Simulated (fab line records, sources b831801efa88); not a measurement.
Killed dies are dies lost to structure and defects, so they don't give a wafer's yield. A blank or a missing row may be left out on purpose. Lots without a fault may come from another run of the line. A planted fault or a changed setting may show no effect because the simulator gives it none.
fab line records | flow sky130
record lots=6 wafers=18 last_day=50
route steps=708 shown CAP2M@614 METAL4@621 PAD_OPEN@708
lots that met no fault: from a run of the same line without faults
start_h: hours from the record's first day to the start of the lot's first wafer shown | wait_h: hours since the lot's step before | " the same as in the row above | L1.1+2: a row that stands for several wafers | - no value, or no start given | * or withheld: withheld | < > ~ a bound
route shown NAME@n: a module of which the file shows steps, and the number in the route of the first | usual: mean/standard deviation of fault-free wafers | same: alike in all rows | chamber/n: place in a boat | sites: the reading at each site | _std_site: their standard deviation | _edge_site: outer sites' mean less inner sites' | radius_mm: how far each site lies from the wafer's centre | mask NAME#n: copy n | behind: the tool/chamber that last shaped the wafer | hold: why the lot was held/for how many hours/how that ended | device: the transistor (n, p or np) that didn't switch | end of line: the same wafers' tests at the end of the route | a step without rows: its recipe alone | killed: dies lost to structure and defects at the first sort, not the wafer's yield | map: a wafer's dies, x killed, . not, _ none there
set.NAME: the setting as run; set.NAME@STEP: as run at that earlier step | model.NAME: the simulator's own value behind a step, which no gauge read
lots at some steps of the route; a table a step, a row a wafer
services: from which hour (start_h, from the record's first day; less than 0 if before it) a tool's chamber was out of use, for how many hours, and why
## steps
# step SKY_CAP2M_DEVELOP_11
# recipe resist=NOVOLAK developer=TMAH develop_time_s=60 dev_temp_c=23
# step SKY_CAP2M_OVL_MEAS_12
# usual CAP2M_OVL=0.1/1.5
# columns lot.wafer tool chamber start_h wait_h CAP2M_OVL[nm]
L633.1 overlay-01 - 1043.26 0.1 -0.8
L633.2 " - " " -0.5
L633.5 " - " " -0.7
L637.1 overlay-01 - 1067.91 0.1 -1.7
L637.3 " - " " 0.0
L637.5 " - " " -0.4
L640.1 overlay-01 - 1075.36 0.1 1.1
L640.2 " - " " -0.1
L640.5 " - " " -0.6
L641.2 overlay-02 - 1081.21 0.1 -0.1
L641.3 " - " " 1.0
L641.6 " - " " 0.2
L643.1 overlay-01 - 1096.86 0.1 -0.9
L643.3 " - " " -3.0
L643.6 " - " " -1.0
L642.2 overlay-02 - 1103.41 0.1 1.1
L642.3 " - " " 0.2
L642.5 " - " " 0.6
# step SKY_CAP2M_METAL_ETCH_13
# recipe target_depth_nm=220 stop_on=SiO2 chemistry=Cl2/BCl3 target=TiN pressure_mtorr=10 icp_w=900 bias_w=48.5 Cl2_flow_sccm=60 bcl3_flow_sccm=30 time_s=62.9
# usual bias_w=48.54/0.16 drypump_motor_current_A=6.1/0.37 oes_product_au=0.940/0.0084 throttle_valve_pct=21.902/0.0098
# columns lot.wafer tool chamber start_h wait_h bias_w drypump_motor_current_A oes_product_au rf_hours_counter_h throttle_valve_pct
L633.1 rie_metal-02 1 1043.30 0.0 48.66 6.0 0.953 14 21.902
L633.2 " 0 " " 48.34 5.5 0.943 11 21.890
L633.5 " 1 " " 48.83 6.0 0.954 - 21.899
L637.1 rie_metal-01 0 1067.94 0.0 48.65 6.3 0.933 18 21.914
L637.3 " 0 " " 48.58 6.4 0.931 - 21.917
L637.5 " 0 " " 48.66 6.4 0.945 - 21.907
L640.1 rie_metal-01 0 1075.40 0.0 48.71 6.3 0.941 19 21.888
L640.2 " 0 " " 48.67 6.3 0.955 - 21.901
L640.5 " 0 " " 48.78 6.3 0.947 - 21.908
L641.2 rie_metal-01 1 1081.24 0.0 48.68 6.5 0.936 14 21.908
L641.3 " 1 " " 48.54 6.5 0.927 - 21.900
L641.6 " 1 " " 48.48 6.5 0.941 - 21.909
L643.1 rie_metal-02 0 1096.90 0.0 48.59 5.5 0.949 16 21.901
L643.3 " 1 " " 48.29 6.0 0.953 - 21.892
L643.6 " 0 " " 48.56 5.5 0.953 - 21.897
L642.2 rie_metal-01 1 1103.44 0.0 48.50 6.5 0.930 15 21.911
L642.3 " 1 " " 48.51 6.5 0.937 - 21.900
L642.5 " 0 " " 48.46 6.4 0.936 - 21.922
# step SKY_CAP2M_STRIP_14
# recipe chemistry=O2/N2 power_w=1400 pressure_mtorr=1500 platen_temp_c=withheld o2_flow_sccm=3000 n2_flow_sccm=300 overash_fraction=0.5
# usual drypump_motor_current_A=5.81/0.28 oes_product_au=0.710/0.0046 strip_time_to_endpoint_s=12.64/0.048
# columns lot.wafer tool chamber start_h wait_h drypump_motor_current_A oes_product_au rf_hours_counter_h strip_time_to_endpoint_s
L633.1 plasma_asher-02 0 1043.38 0.1 5.75 0.708 60 12.62
L633.2 " 1 " " 6.27 0.711 60 12.67
L633.5 " 1 " " 6.27 0.708 - 12.65
L637.1 plasma_asher-01 0 1068.10 0.1 5.92 0.713 29 12.65
L637.3 " 1 " " 5.69 0.712 - 12.65
L637.5 " 0 " " 5.92 0.712 - 12.56
L640.1 plasma_asher-02 0 1075.55 0.1 5.74 0.709 64 12.67
L640.2 " 1 " " 6.26 0.710 64 12.65
L640.5 " 1 " " 6.26 0.707 - 12.67
L641.2 plasma_asher-01 1 1081.32 0.1 5.67 0.709 31 12.57
L641.3 " 1 " " 5.70 0.708 - 12.57
L641.6 " 0 " " 5.92 0.719 - 12.56
L643.1 plasma_asher-01 1 1096.98 0.1 5.68 0.707 32 12.60
L643.3 " 1 " " 5.68 0.713 - 12.58
L643.6 " 1 " " 5.67 0.708 - 12.60
L642.2 plasma_asher-02 0 1103.52 0.1 5.74 0.709 67 12.62
L642.3 " 1 " " 6.25 0.706 - 12.64
L642.5 " 0 " " 5.76 0.707 - 12.63
# step SKY_CAP2M_STRIP_15
# recipe chemistry=post_etch_residue_remover time_s=1200 temp_c=72.5
# step SKY_CAP2M_CLEAN_16
# recipe chemistry=IPA time_s=180 temp_c=25
# step SKY_CAP2M_CLEAN_17
# recipe chemistry=O3/DIW dry=n2_spin
# step SKY_METAL4_DEHYDRATE_05
# recipe temp_c=200 time_s=60
# step SKY_METAL4_HMDS_06
# recipe prime_time_s=60 prime_temp_c=120
# step SKY_METAL4_COAT_07
# recipe resist=BARC temp_c=withheld time_s=withheld spin_rpm=3000 resist_thk_nm=60
# step SKY_METAL4_COAT_08
# recipe resist=KrF-thick spin_rpm=3000 resist_thk_nm=1140
# step SKY_METAL4_SOFTBAKE_09
# recipe temp_c=100 time_s=90 resist=KrF-thick
# step SKY_METAL4_EXPOSE_10
# recipe mask_id=MM4 na=0.68 source_shape=annular sigma_inner=0.4 sigma_outer=0.8 target_cd_nm=300 dose_mj=28
# usual reticle_temp_C=23.00/0.1
# columns lot.wafer tool chamber start_h wait_h mask reticle_temp_C
L633.1 krf_scanner-01 0 1054.01 - MM4#0 22.91
L633.2 " 0 " " MM4#0 22.99
L633.5 " 0 " " MM4#0 22.99
L637.1 krf_scanner-01 0 1078.49 - MM4#0 22.97
L637.3 " 0 " " MM4#0 23.00
L637.5 " 0 " " MM4#0 22.94
L640.1 krf_scanner-01 0 1087.49 - MM4#0 23.04
L640.2 " 0 " " MM4#0 22.86
L640.5 " 0 " " MM4#0 23.08
L641.2 krf_scanner-01 0 1092.65 - MM4#0 23.00
L641.3 " 0 " " MM4#0 22.97
L641.6 " 0 " " MM4#0 23.09
L643.1 krf_scanner-02 0 1108.87 - MM4#0 22.89
L643.3 " 0 " " MM4#0 22.97
L643.6 " 0 " " MM4#0 22.93
L642.2 krf_scanner-02 0 1114.83 - MM4#0 23.11
L642.3 " 0 " " MM4#0 23.03
L642.5 " 0 " " MM4#0 22.92
# step SKY_METAL4_PEB_11
# recipe peb_temp_c=withheld peb_time_s=withheld resist=KrF-thick
# step SKY_METAL4_DEVELOP_12
# recipe develop_time_s=60 resist=KrF-thick dev_temp_c=21
# step SKY_METAL4_CD_MEAS_13
# recipe target_cd_nm=300
# usual cd_nm=300.3/1.3
# columns lot.wafer tool chamber start_h wait_h cd_nm
L633.1 cd_sem-01 - 1065.41 - 300.9
L633.2 " - " " 301.0
L633.5 " - " " 301.6
L637.1 cd_sem-01 - 1089.41 - 301.2
L637.3 " - " " 302.0
L637.5 " - " " 301.4
L640.1 cd_sem-01 - 1096.59 - 122.0
L640.2 " - " " 230.1
L640.5 " - " " 228.3
L641.2 cd_sem-02 - 1100.93 - 277.7
L641.3 " - " " 147.9
L641.6 " - " " 198.8
L643.1 cd_sem-02 - 1117.84 - 299.9
L643.3 " - " " 299.0
L643.6 " - " " 299.4
L642.2 cd_sem-01 - 1124.28 - 300.1
L642.3 " - " " 301.6
L642.5 " - " " 300.4
# step SKY_METAL4_OVL_MEAS_14
# usual METAL4_OVL=-1/5.5
# columns lot.wafer tool chamber start_h wait_h METAL4_OVL[nm]
L633.1 overlay-01 - 1065.53 0.1 -7
L633.2 " - " " 1
L633.5 " - " " -5
L637.1 overlay-02 - 1089.53 0.1 0
L637.3 " - " " -6
L637.5 " - " " 0
L640.1 overlay-02 - 1096.71 0.1 1
L640.2 " - " " -4
L640.5 " - " " 0
L641.2 overlay-01 - 1101.03 0.1 8
L641.3 " - " " 1
L641.6 " - " " 4
L643.1 overlay-02 - 1117.96 0.1 2
L643.3 " - " " 3
L643.6 " - " " 1
L642.2 overlay-02 - 1124.38 0.1 0
L642.3 " - " " 3
L642.5 " - " " 5
# step SKY_METAL4_DESCUM_15
# recipe chemistry=O2 source_power_w=150 bias_power_w=0 pressure_mtorr=10 temp_c=40 time_s=8
# usual drypump_motor_current_A=6.0/0.41 oes_product_au=1.000/0.0099 temp_c=39.99/0.12
# columns lot.wafer tool chamber start_h wait_h drypump_motor_current_A oes_product_au rf_hours_counter_h temp_c model.METAL4.cd_nm
L633.1 rie_metal-03 0 1065.57 0.0 5.8 0.993 12 40.05 301.4
L633.2 " 1 " " 6.3 0.998 12 39.88 299.6
L633.5 " 1 " " 6.3 0.999 - 39.96 300.6
L637.1 rie_metal-03 0 1089.56 0.0 5.8 0.993 14 40.04 302.2
L637.3 " 0 " " 5.8 0.985 - 40.04 303.3
L637.5 " 0 " " 5.8 0.997 - 39.99 301.8
L640.1 rie_metal-01 0 1096.75 0.0 6.4 0.991 21 39.88 122
L640.2 " 1 " " 6.5 1.003 15 39.94 229.7
L640.5 " 0 " " 6.4 0.992 - 39.97 228
L641.2 rie_metal-01 1 1101.06 0.0 6.5 1.012 15 39.83 277.2
L641.3 " 0 " " 6.4 0.989 - 39.88 147.9
L641.6 " 1 " " 6.5 1.009 - 39.96 198.4
L643.1 rie_metal-03 0 1118.00 0.0 5.8 0.983 16 39.82 300.4
L643.3 " 0 " " 5.8 0.981 - 39.90 299.4
L643.6 " 0 " " 5.8 0.974 - 39.86 299.9
L642.2 rie_metal-01 0 1124.41 0.0 6.4 0.994 24 40.10 299.5
L642.3 " 0 " " 6.4 1.001 - 40.05 300.9
L642.5 " 0 " " 6.3 1.001 - 40.17 300.2
# step SKY_METAL4_ETCH_16
# recipe chemistry=N2/H2 target=BARC ion_energy_ev=200 bias_w=100 pressure_mtorr=30 n2_flow_sccm=100 h2_flow_sccm=200 icp_w=500 stop_on=SiO2 time_s=88.2 target_depth_a=600
# usual bias_w=100.0/0.31 drypump_motor_current_A=6.0/0.41 oes_product_au=0.626/0.0046 throttle_valve_pct=13.204/0.009
# columns lot.wafer tool chamber start_h wait_h bias_w drypump_motor_current_A oes_product_au rf_hours_counter_h throttle_valve_pct
L633.1 rie_metal-03 0 1065.60 0.0 99.6 5.8 0.627 12 13.209
L633.2 " 1 " " 100.0 6.3 0.626 12 13.205
L633.5 " 1 " " 99.7 6.4 0.627 - 13.191
L637.1 rie_metal-03 0 1089.59 0.0 99.9 5.8 0.622 14 13.177
L637.3 " 0 " " 99.9 5.8 0.633 - 13.202
L637.5 " 0 " " 99.6 5.8 0.626 - 13.208
L640.1 rie_metal-01 0 1096.78 0.0 100.1 6.3 0.629 21 13.202
L640.2 " 1 " " 100.2 6.5 0.627 15 13.193
L640.5 " 0 " " 100.0 6.4 0.623 - 13.201
L641.2 rie_metal-01 1 1101.09 0.0 99.8 6.5 0.628 15 13.209
L641.3 " 0 " " 99.6 6.3 0.624 - 13.192
L641.6 " 1 " " 100.0 6.5 0.619 - 13.207
L643.1 rie_metal-03 0 1118.03 0.0 99.9 5.8 0.628 16 13.204
L643.3 " 0 " " 99.8 5.8 0.634 - 13.209
L643.6 " 0 " " 99.7 5.8 0.630 - 13.189
L642.2 rie_metal-01 0 1124.44 0.0 99.8 6.3 0.618 24 13.190
L642.3 " 0 " " 99.9 6.4 0.620 - 13.209
L642.5 " 0 " " 100.4 6.4 0.626 - 13.212
# step SKY_METAL4_ETCH_17
# recipe target=SiO2 stop_on=TiN chemistry=C4F8/O2/Ar source_w=1500 bias_w=1200 pressure_mtorr=40 c4f8_flow_sccm=withheld O2_flow_sccm=6 Ar_flow_sccm=300 time_s=3.9 target_depth_a=150
# usual bias_w=1200/3.3 oes_product_au=0.753/0.0069
# columns lot.wafer tool chamber start_h wait_h bias_w oes_product_au
L633.1 rie_diel-04 0 1065.70 0.1 1198 0.759
L633.2 " 1 " " 1202 0.747
L633.5 " 2 " " 1197 0.760
L637.1 rie_diel-04 1 1089.69 0.1 1202 0.750
L637.3 " 3 " " 1196 0.748
L637.5 " 0 " " 1198 0.760
L640.1 rie_diel-02 1 1096.88 0.1 1199 0.754
L640.2 " 2 " " 1201 0.754
L640.5 " 0 " " 1203 0.758
L641.2 rie_diel-02 3 1101.19 0.1 1204 0.742
L641.3 " 1 " " 1208 0.755
L641.6 " 3 " " 1206 0.763
L643.1 rie_diel-04 0 1118.13 0.1 1204 0.739
L643.3 " 3 " " 1199 0.749
L643.6 " 1 " " 1200 0.760
L642.2 rie_diel-04 3 1124.54 0.1 1201 0.751
L642.3 " 0 " " 1203 0.759
L642.5 " 2 " " 1205 0.756
# step SKY_METAL4_METAL_ETCH_18
# recipe target_depth_a=8450 stop_on=SiO2 over_etch_frac=0.3 time_s=183.1 chemistry=Cl2/BCl3 resist_sidewall_deg=88 pressure_mtorr=10 icp_w=900 bias_w=48.5 Cl2_flow_sccm=60 bcl3_flow_sccm=30
# usual bias_w=48.50/0.13 drypump_motor_current_A=6.0/0.39 oes_product_au=0.866/0.0058 throttle_valve_pct=22.265/0.0088
# columns lot.wafer tool chamber start_h wait_h bias_w drypump_motor_current_A oes_product_au rf_hours_counter_h throttle_valve_pct model.METAL4.cd_nm
L633.1 rie_metal-01 0 1065.72 0.0 48.69 6.3 0.866 18 22.259 299.7
L633.2 " 0 " " 48.55 6.4 0.869 - 22.278 298.6
L633.5 " 0 " " 48.48 6.4 0.868 - 22.267 304.4
L637.1 rie_metal-01 0 1089.71 0.0 48.56 6.4 0.869 21 22.255 305.5
L637.3 " 1 " " 48.52 6.5 0.868 - 22.254 311
L637.5 " 0 " " 48.50 6.3 0.870 - 22.261 307.1
L640.1 rie_metal-03 1 1096.90 0.0 48.49 6.3 0.862 14 22.254 119.9
L640.2 " 0 " " 48.44 5.8 0.880 14 22.261 219.2
L640.5 " 1 " " 48.32 6.3 0.862 - 22.248 225
L641.2 rie_metal-03 1 1101.21 0.0 48.57 6.3 0.866 15 22.277 277.9
L641.3 " 0 " " 48.62 5.8 0.873 - 22.264 140.7
L641.6 " 1 " " 48.65 6.3 0.864 - 22.279 199.8
L643.1 rie_metal-04 0 1118.15 0.0 48.29 5.4 0.874 29 22.253 304.1
L643.3 " 1 " " 48.54 5.9 0.874 - 22.252 298.5
L643.6 " 1 " " 48.45 5.9 0.863 - 22.273 298.6
L642.2 rie_metal-03 0 1124.56 0.0 48.65 5.8 0.859 17 22.260 292
L642.3 " 1 " " 48.64 6.3 0.852 - 22.249 300.9
L642.5 " 0 " " 48.54 5.8 0.861 - 22.244 294.6
# step SKY_METAL4_STRIP_19
# recipe chemistry=O2/N2 power_w=1400 pressure_mtorr=1500 platen_temp_c=withheld o2_flow_sccm=3000 n2_flow_sccm=300 overash_fraction=0.5
# usual drypump_motor_current_A=5.8/0.31 oes_product_au=0.501/0.0055 strip_time_to_endpoint_s=6.53/0.076
# columns lot.wafer tool chamber start_h wait_h drypump_motor_current_A oes_product_au rf_hours_counter_h strip_time_to_endpoint_s
L633.1 plasma_asher-04 0 1066.07 0.3 5.9 0.492 90 6.57
L633.2 " 1 " " 6.4 0.502 90 6.57
L633.5 " 1 " " 6.4 0.501 - 6.55
L637.1 plasma_asher-04 1 1089.89 0.1 6.4 0.499 93 6.51
L637.3 " 0 " " 5.9 0.493 - 6.34
L637.5 " 0 " " 5.9 0.499 - 6.46
L640.1 plasma_asher-04 0 1097.07 0.1 5.9 0.496 93 6.49
L640.2 " 1 " " 6.4 0.510 93 6.59
L640.5 " 0 " " 5.9 0.499 - 6.46
L641.2 plasma_asher-03 1 1101.39 0.1 5.6 0.497 4 6.51
L641.3 " 1 " " 5.5 0.508 - 6.62
L641.6 " 0 " " 5.5 0.507 - 6.54
L643.1 plasma_asher-01 0 1118.32 0.1 5.9 0.501 35 6.45
L643.3 " 1 " " 5.7 0.502 - 6.50
L643.6 " 1 " " 5.7 0.507 - 6.54
L642.2 plasma_asher-01 0 1124.74 0.1 5.9 0.507 35 6.55
L642.3 " 0 " " 5.9 0.501 - 6.46
L642.5 " 1 " " 5.7 0.498 - 6.52
# step SKY_PAD_OPEN_PROBE_99
# usual defect_limited_yield=82.6/1.8 killed_at_M0_to_M3=43/6.3 killed_at_M4_up=3.0/1.6 killed_at_contacts=25/5 killed_at_front_end=15/4.4 killed_dies=85/8.7 killed_open=47/6.9 killed_short=38/6.3
# same gross_dies=492 killed_at_back_side=0 killed_at_other=0
# columns lot.wafer tool chamber start_h wait_h defect_limited_yield[%] killed_at_M0_to_M3 killed_at_M4_up killed_at_contacts killed_at_front_end killed_dies killed_open killed_short
L633.1 prober-01 - 1153.37 0.1 84.1 43 6 16 13 78 33 45
L633.2 prober-01 - 1153.42 0.1 83.9 46 4 17 12 79 49 30
L633.5 prober-01 - 1153.57 0.2 81.1 45 3 30 15 93 55 38
L637.1 prober-01 - 1171.81 0.1 83.1 43 6 24 10 83 47 36
L637.3 prober-01 - 1171.91 0.2 84.6 34 6 25 11 76 41 35
L637.5 prober-01 - 1172.01 0.2 84.3 47 3 17 10 77 47 29
L640.1 prober-02 - 1179.03 0.1 0 48 406 27 11 492 51 40
L640.2 prober-02 - 1179.08 0.1 3.7 38 394 21 21 474 41 47
L640.5 prober-02 - 1179.23 0.2 2.0 47 399 25 11 482 46 45
L643.1 prober-02 - 1195.77 0.1 86.6 31 3 20 12 66 32 34
L643.3 prober-02 - 1195.87 0.2 84.3 39 3 26 9 77 39 38
L643.6 prober-02 - 1196.02 0.2 85.4 41 7 17 7 72 37 35
L642.2 prober-01 - 1199.60 0.1 81.3 53 6 21 12 92 46 46
L642.3 prober-01 - 1199.65 0.2 85.8 36 2 16 16 70 36 34
L642.5 prober-01 - 1199.75 0.2 85.4 38 5 18 11 72 40 32
# killed by level:class
L633.1 VIA2:geometric_particle:open=7 VIA1:geometric_particle:open=7 VIA3:geometric_particle:open=6 METAL1:geometric_particle:short=5 METAL4:geometric_particle:short=5 FIELD_ISO:geometric_particle:short=4 CONTACT:geometric_particle:short=4 LOCAL_INTERCONNECT:geometric_particle:short=4
L633.2 VIA2:geometric_particle:open=11 VIA1:geometric_particle:open=9 METAL2:geometric_particle:short=7 CONTACT:geometric_particle:open=6 VIA3:geometric_particle:open=6 LI_CONTACT:geometric_particle:open=5 POLY_GATE:geometric_particle:open=4 CONTACT:geometric_particle:short=4
L633.5 VIA1:geometric_particle:open=12 CONTACT:geometric_particle:open=10 CONTACT:geometric_particle:short=8 VIA2:geometric_particle:open=7 LI_CONTACT:geometric_particle:open=7 LOCAL_INTERCONNECT:geometric_particle:short=5 VIA3:geometric_particle:open=5 FIELD_ISO:geometric_particle:open=4
L637.1 LI_CONTACT:geometric_particle:open=8 VIA1:geometric_particle:open=8 VIA2:geometric_particle:open=8 CONTACT:geometric_particle:open=7 VIA1:geometric_particle:short=7 METAL1:geometric_particle:short=6 CONTACT:geometric_particle:short=5 VIA3:geometric_particle:open=5
L637.3 CONTACT:geometric_particle:open=10 LI_CONTACT:geometric_particle:short=6 VIA3:geometric_particle:open=6 METAL1:geometric_particle:short=6 VIA3:geometric_particle:short=5 POLY_GATE:geometric_particle:open=4 VIA2:geometric_particle:open=4 VIA1:geometric_particle:open=4
L637.5 VIA1:geometric_particle:open=12 LI_CONTACT:geometric_particle:open=8 VIA3:geometric_particle:open=7 VIA1:geometric_particle:short=6 CONTACT:geometric_particle:open=4 POLY_GATE:geometric_particle:open=3 METAL1:geometric_particle:short=3 VIA2:geometric_particle:short=3
L640.1 METAL4:area_expose=401 VIA1:geometric_particle:open=16 LOCAL_INTERCONNECT:geometric_particle:short=9 LI_CONTACT:geometric_particle:open=9 VIA2:geometric_particle:open=7 VIA3:geometric_particle:open=4 CONTACT:geometric_particle:open=4 FIELD_ISO:geometric_particle:open=3
L640.2 METAL4:area_expose=386 VIA1:geometric_particle:open=11 POLY_GATE:geometric_particle:short=6 LI_CONTACT:geometric_particle:open=6 CONTACT:geometric_particle:open=6 METAL4:geometric_particle:short=6 VIA1:geometric_particle:short=5 METAL1:geometric_particle:short=5
L640.5 METAL4:area_expose=391 VIA1:geometric_particle:open=11 LI_CONTACT:geometric_particle:open=10 VIA3:geometric_particle:open=9 LOCAL_INTERCONNECT:geometric_particle:short=7 METAL4:geometric_particle:short=6 METAL2:geometric_particle:short=5 FIELD_ISO:geometric_particle:short=4
L643.1 LOCAL_INTERCONNECT:geometric_particle:short=7 LI_CONTACT:geometric_particle:open=6 VIA1:geometric_particle:open=6 METAL2:geometric_particle:short=5 VIA3:geometric_particle:open=5 METAL1:geometric_particle:short=4 FIELD_ISO:geometric_particle:open=3 CONTACT:geometric_particle:open=3
L643.3 CONTACT:geometric_particle:open=11 VIA1:geometric_particle:open=9 METAL1:geometric_particle:short=7 CONTACT:geometric_particle:short=6 METAL2:geometric_particle:short=6 VIA2:geometric_particle:open=5 LI_CONTACT:geometric_particle:open=4 VIA3:geometric_particle:open=4
L643.6 METAL1:geometric_particle:short=7 VIA1:geometric_particle:open=7 VIA1:geometric_particle:short=6 LI_CONTACT:geometric_particle:open=6 CONTACT:geometric_particle:open=6 VIA3:geometric_particle:open=5 METAL4:geometric_particle:short=4 POLY_GATE:geometric_particle:open=3
L642.2 VIA1:geometric_particle:open=14 VIA3:geometric_particle:short=7 CONTACT:geometric_particle:open=7 METAL3:geometric_particle:short=6 VIA2:geometric_particle:open=6 FIELD_ISO:geometric_particle:short=5 METAL2:geometric_particle:short=5 VIA3:geometric_particle:open=5
L642.3 VIA1:geometric_particle:open=9 CONTACT:geometric_particle:open=6 POLY_GATE:geometric_particle:open=5 CONTACT:geometric_particle:short=5 VIA2:geometric_particle:short=5 VIA3:geometric_particle:open=5 POLY_GATE:geometric_particle:short=4 METAL1:geometric_particle:short=4
L642.5 VIA1:geometric_particle:open=13 CONTACT:geometric_particle:short=7 VIA3:geometric_particle:open=6 CONTACT:geometric_particle:open=5 METAL2:geometric_particle:short=5 LI_CONTACT:geometric_particle:open=3 VIA1:geometric_particle:short=3 VIA2:geometric_particle:short=3
## services
# columns tool chamber start_h hours kind
rie_metal-02 - 1023.65 2.8 pm
plasma_asher-01 - 1032.50 28.1 pm
plasma_asher-02 - 1033.62 1.5 repair
krf_scanner-02 - 1036.66 0.8 pm
plasma_asher-03 - 1046.26 4.2 repair
rie_metal-03 - 1051.90 0.4 repair
plasma_asher-03 - 1055.25 9.0 pm
plasma_asher-03 0 1055.25 9.0 vent_cycle
plasma_asher-03 1 1055.25 9.0 vent_cycle
rie_metal-02 1 1057.53 10.4 repair
krf_scanner-01 - 1059.86 1.0 pm
rie_metal-01 1 1062.10 17.8 repair
plasma_asher-03 0 1064.25 - clean
plasma_asher-03 1 1064.25 - clean
krf_scanner-01 - 1074.10 1.4 repair
rie_metal-03 - 1074.59 2.8 pm
rie_diel-04 - 1074.79 14.6 pm
krf_scanner-02 - 1076.38 1.0 pm
plasma_asher-04 - 1091.17 0.9 repair
rie_diel-04 0 1095.57 2.7 repair
krf_scanner-01 - 1110.88 1.3 repair
plasma_asher-03 - 1114.93 28.1 pm
krf_scanner-01 - 1124.14 0.9 repair
## key
first_sign step=SKY_METAL4_CD_MEAS_13 reading=cd_nm direction=down sigmas=74 usual=300.3 struck=200.8
effect step=SKY_PAD_OPEN_PROBE_99 reading=killed_at_M4_up direction=up sigmas=99+ usual=3.0 struck=399.7
model_effect step=SKY_METAL4_DESCUM_15 value=METAL4.cd_nm without=299.4 struck=200.5
model_effect step=SKY_METAL4_METAL_ETCH_18 value=METAL4.cd_nm without=296 struck=197.1
more_kills_born_at SKY_METAL4_EXPOSE_10@krf_scanner-01=1178
met_at SKY_METAL4_EXPOSE_10
struck_wafers L640.1,L640.2,L640.5,L641.2,L641.3,L641.6
rows_end L641.2,L641.3,L641.6
later_rows_left_out L640.1,L640.2,L640.5
onset_between 1078.49 1087.49
fault kind=process_parameter_drift tool=krf_scanner-01 chamber=- onset_h=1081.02 steps=SKY_METAL4_EXPOSE_10 channel=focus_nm offset=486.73 spread_by_wafer=0.3 shape=step
# later_rows_left_out: the simulator's readings of these wafers behind a module that went badly wrong aren't trusted and aren't shown, but for the sort
# rows_end: these wafers met a further fault down the route, and their rows from its step on are left out
